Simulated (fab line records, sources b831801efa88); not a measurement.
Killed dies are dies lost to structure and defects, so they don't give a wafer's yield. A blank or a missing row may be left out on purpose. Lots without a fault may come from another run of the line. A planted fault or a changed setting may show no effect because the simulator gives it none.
Which tool did it? | flow sky130 | 6 lots, 18 wafers sampled, at 2 steps of a route of 708

WHAT THE GAUGES READ, wafer by wafer
SKY_SONOS_ONO_CD_MEAS_13: target cd 410 nm.
lot  | measured     | on        | cd_nm (nm)
L483 | day 13 15:17 | cd_sem-01 | 411.6 411.3 409.7
L485 | day 14 05:35 | cd_sem-01 | 405.1 405.2 404.8
L487 | day 15 02:17 | cd_sem-02 | 411.8 409.1 411.3
L489 | day 15 21:32 | cd_sem-01 | 409.5 409.0 408.3
L498 | day 19 00:56 | cd_sem-01 | 415.6 413.0 414.0
L502 | day 20 04:49 | cd_sem-01 | 407.1 408.5 407.5

WHICH TOOL RAN EACH LOT (tool, then ch and the chambers of the sampled wafers, then the start)
lot  | SKY_SONOS_ONO_EXPOSE_10
L483 | iline_stepper-01 ch 0, day 13 02:26
L485 | iline_stepper-01 ch 0, day 13 16:50
L487 | iline_stepper-01 ch 0, day 14 13:17
L489 | iline_stepper-01 ch 0, day 15 07:11
L498 | iline_stepper-01 ch 0, day 18 10:43
L502 | iline_stepper-01 ch 0, day 19 13:47
- SKY_SONOS_ONO_EXPOSE_10: exposes mask ONOM, target cd 410 nm.

THE ANSWER, worked out from the rows above alone
Rule: what is usual is taken from the lots themselves. Put in order of their means at a reading, lots are off if they are a third of the lots or fewer, leave a main group of 4 or more, and stand apart from it by a gap of 3 or more times the standard deviation of the main group's means; of several such gaps the widest counts. A main group whose means are all the same, to the digits that the tables above print for the reading, isn't used. A lot without any number at a reading at which 4 lots or more have one is off too. The other lots that the step has rows for count as sound.
No lot is off at any reading shown: from this, nothing can be told.

WHAT THE SIMULATOR HAD PUT IN
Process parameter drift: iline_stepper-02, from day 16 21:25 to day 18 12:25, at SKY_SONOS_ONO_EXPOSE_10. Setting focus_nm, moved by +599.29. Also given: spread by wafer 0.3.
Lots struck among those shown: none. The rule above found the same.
